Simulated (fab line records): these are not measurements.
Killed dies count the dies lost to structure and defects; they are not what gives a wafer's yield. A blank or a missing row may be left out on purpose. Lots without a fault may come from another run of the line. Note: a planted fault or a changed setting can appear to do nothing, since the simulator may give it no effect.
Chamber matching || flow gf180mcu || GF_SAB_ETCH_11 on rie-diel-02: 4 sister chambers
The step etches SiO2 in C4F8/O2/Ar, target depth 55 nm, time 8.5 s. 8 wafers are shown with their chamber, then 8 later ones without.

== WAFERS PAIRED WITH THEIR CHAMBERS ==
{"wafer": "L079.6", "chamber": 0, "oes-product-au (a.u.)": 1.004}
{"wafer": "L082.1", "chamber": 3, "oes-product-au (a.u.)": 1.001}
{"wafer": "L082.2", "chamber": 1, "oes-product-au (a.u.)": 0.999}
{"wafer": "L082.6", "chamber": 2, "oes-product-au (a.u.)": 0.990}
{"wafer": "L089.1", "chamber": 2, "oes-product-au (a.u.)": 0.990}
{"wafer": "L089.4", "chamber": 0, "oes-product-au (a.u.)": 0.997}
{"wafer": "L089.5", "chamber": 1, "oes-product-au (a.u.)": 1.003}
{"wafer": "L092.1", "chamber": 3, "oes-product-au (a.u.)": 1.004}

== WAFERS WHOSE CHAMBER IS MISSING ==
{"wafer": "L092.5", "oes-product-au (a.u.)": 0.982}
{"wafer": "L092.6", "oes-product-au (a.u.)": 0.998}
{"wafer": "L095.2", "oes-product-au (a.u.)": 0.992}
{"wafer": "L095.3", "oes-product-au (a.u.)": 0.996}
{"wafer": "L095.6", "oes-product-au (a.u.)": 0.997}
{"wafer": "L096.1", "oes-product-au (a.u.)": 0.990}
{"wafer": "L096.2", "oes-product-au (a.u.)": 1.002}
{"wafer": "L096.3", "oes-product-au (a.u.)": 0.995}

== EACH ONE'S CHAMBER ==
{"wafer": "L092.5", "from the rows above": 2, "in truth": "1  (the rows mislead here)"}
{"wafer": "L092.6", "from the rows above": "can't be placed: 0 or 1 or 3 or 2", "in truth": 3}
{"wafer": "L095.2", "from the rows above": 2, "in truth": 2}
{"wafer": "L095.3", "from the rows above": "can't be placed: 0 or 1 or 2 or 3", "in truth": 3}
{"wafer": "L095.6", "from the rows above": "can't be placed: 0 or 1 or 3 or 2", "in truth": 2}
{"wafer": "L096.1", "from the rows above": 2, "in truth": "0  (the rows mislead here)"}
{"wafer": "L096.2", "from the rows above": "can't be placed: 3 or 1 or 0", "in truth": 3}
{"wafer": "L096.3", "from the rows above": "can't be placed: 2 or 0 or 1 or 3", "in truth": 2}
Correctly placed: 1 of 8. Not placeable from these rows: 5 (in 5, the candidates include the true chamber). Placed wrongly: 2.
How it was worked out, from the rows above alone: a wafer's distance from a chamber is the root of the sum, over the readings, of the square of ((its reading less the chamber's mean) divided by the reading's scatter). The wafer belongs to the nearest chamber; if the next one is less than 2 further off, it can't be placed. Each chamber's mean is taken over the wafers shown for it. How the scatter is found: for the shown wafers, subtract from each reading the mean of its chamber, square and add these, divide the total by (wafers less chambers), then take the root.
